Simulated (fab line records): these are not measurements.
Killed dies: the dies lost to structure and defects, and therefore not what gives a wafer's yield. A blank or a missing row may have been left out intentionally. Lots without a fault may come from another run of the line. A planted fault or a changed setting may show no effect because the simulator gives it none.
Split-lot trial | flow sfq_line | 23 wafers read across 5 lots, on a route 325 steps long

## SPLIT DETAILS
At SFQ_TRILAYER_JJ_CE_LITHO_PEB_117 (peb time 60 s), the setting peb_temp_c was moved away from the recipe's 115 C on 9 of the 23 wafers read, by +0.9% to +2.8%. This setting was run at the recipe's value on the other wafers.

## FROM THE SPLIT ON TO THE READING: in between, the file shows 1 step
- SFQ_TRILAYER_JJ_CE_LITHO_DEVELOP_116: time 60 s

## THE READING
cd_nm, in nm, at SFQ_TRILAYER_JJ_CE_METRO_MEASURE_117. Fault-free wafers of this fab line usually give 699.6 nm, standard deviation 1.4 nm.

wafer  | tool, chamber at the split | peb_temp_c as run, C | against the recipe | cd_nm, nm | against lot-mates on the recipe
L074.1 | litho_track-02, 0          | 117.6                | +2.3%              | 655.9     | -44.5
L074.2 | litho_track-02, 0          | 115                  | recipe             | 700.1     | -
L074.3 | litho_track-02, 0          | 115                  | recipe             | 701.0     | -
L074.4 | litho_track-02, 0          | 115                  | recipe             | 700.0     | -
L074.5 | litho_track-02, 0          | 117.6                | +2.3%              | 656.8     | -43.6
L075.1 | litho_track-04, 0          | 117.6                | +2.3%              | 657.6     | -43.7
L075.2 | litho_track-04, 0          | 117.6                | +2.3%              | 657.5     | -43.8
L075.3 | litho_track-04, 0          | 117.6                | +2.3%              | 657.4     | -43.9
L075.4 | litho_track-04, 0          | 115                  | recipe             | 701.9     | -
L075.6 | litho_track-04, 0          | 115                  | recipe             | 700.8     | -
L076.3 | litho_track-02, 0          | 115                  | recipe             | 700.9     | -
L076.4 | litho_track-02, 0          | 115                  | recipe             | 700.2     | -
L076.6 | litho_track-02, 0          | 115                  | recipe             | 699.1     | -
L081.1 | litho_track-03, 0          | 115                  | recipe             | 697.9     | -
L081.2 | litho_track-03, 0          | 116                  | +0.9%              | 680.9     | -16.5
L081.3 | litho_track-03, 0          | 116                  | +0.9%              | 679.9     | -17.5
L081.4 | litho_track-03, 0          | 115                  | recipe             | 696.4     | -
L081.6 | litho_track-03, 0          | 115                  | recipe             | 698.0     | -
L084.1 | litho_track-03, 0          | 115                  | recipe             | 701.7     | -
L084.2 | litho_track-03, 0          | 118.2                | +2.8%              | 649.9     | -51.6
L084.3 | litho_track-03, 0          | 115                  | recipe             | 701.7     | -
L084.4 | litho_track-03, 0          | 118.2                | +2.8%              | 649.1     | -52.4
L084.5 | litho_track-03, 0          | 115                  | recipe             | 701.1     | -

THE FIT
A straight line over all 23 wafers: cd_nm changes by -18.7 nm for each +1% of peb_temp_c; r = -1.00; the points scatter about the line by 1.8 nm.
The same after taking each lot's own level away (the mean of its wafers on the recipe; 23 wafers): -19.1 nm for each +1%; r = -1.00; scatter 0.74 nm.
The reading moves by 53 nm for the largest change in peb_temp_c, on that fit.
The lots' own levels span 697.43 to 701.50 nm, that is 2.9 times the standard deviation above.
The two slopes agree, so the slope changes little with the lot-to-lot level.
Check: for one of the wafers moved furthest among these (+2.8%), held out of the fit, the line's prediction against its lot-mates is -53.7 nm. Against them it came out at -51.6 nm.

## ADDITIONAL SPLITS CARRIED BY THESE WAFERS
Other splits were also applied to these wafers ahead of the reading. Each is held against what the fit with the lots' levels taken away leaves over:
other split on the same wafers                               | wafers away from the commonest value | r with cd_nm (lot level and that fit taken away)
SFQ_TRILAYER_M2_LITHO_PEB_060 peb_time_s                     | 8                                    | -0.25
SFQ_TRILAYER_I2_VIA_LITHO_COAT_072 resist_thk_nm             | 8                                    | -0.25
SFQ_TRILAYER_I2_VIA_LITHO_EXPOSE_068 dose_mj                 | 5                                    | -0.12
SFQ_TRILAYER_M3_LITHO_COAT_075 resist_thk_nm                 | 9                                    | +0.28
SFQ_TRILAYER_I3_VIA_LITHO_COAT_090 spin_rpm                  | 12                                   | -0.21
SFQ_TRILAYER_I3_VIA_LITHO_EXPOSE_086 dose_mj                 | 9                                    | +0.26
SFQ_TRILAYER_M4_LITHO_COAT_098 resist_thk_nm                 | 6                                    | -0.33
SFQ_TRILAYER_I4_CMP_CMP_100 down_force_psi                   | 8                                    | +0.09
SFQ_TRILAYER_I4_VIA_LITHO_PEB_106 peb_time_s                 | 7                                    | +0.09
SFQ_TRILAYER_JJ_TRILAYER_DEP_SPUTTER_110 chamber_pressure_pa | 18                                   | +0.14

## THE FILE'S OWN FIT
cd_nm changes by -19.1 nm for each +1% of peb_temp_c, r = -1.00.
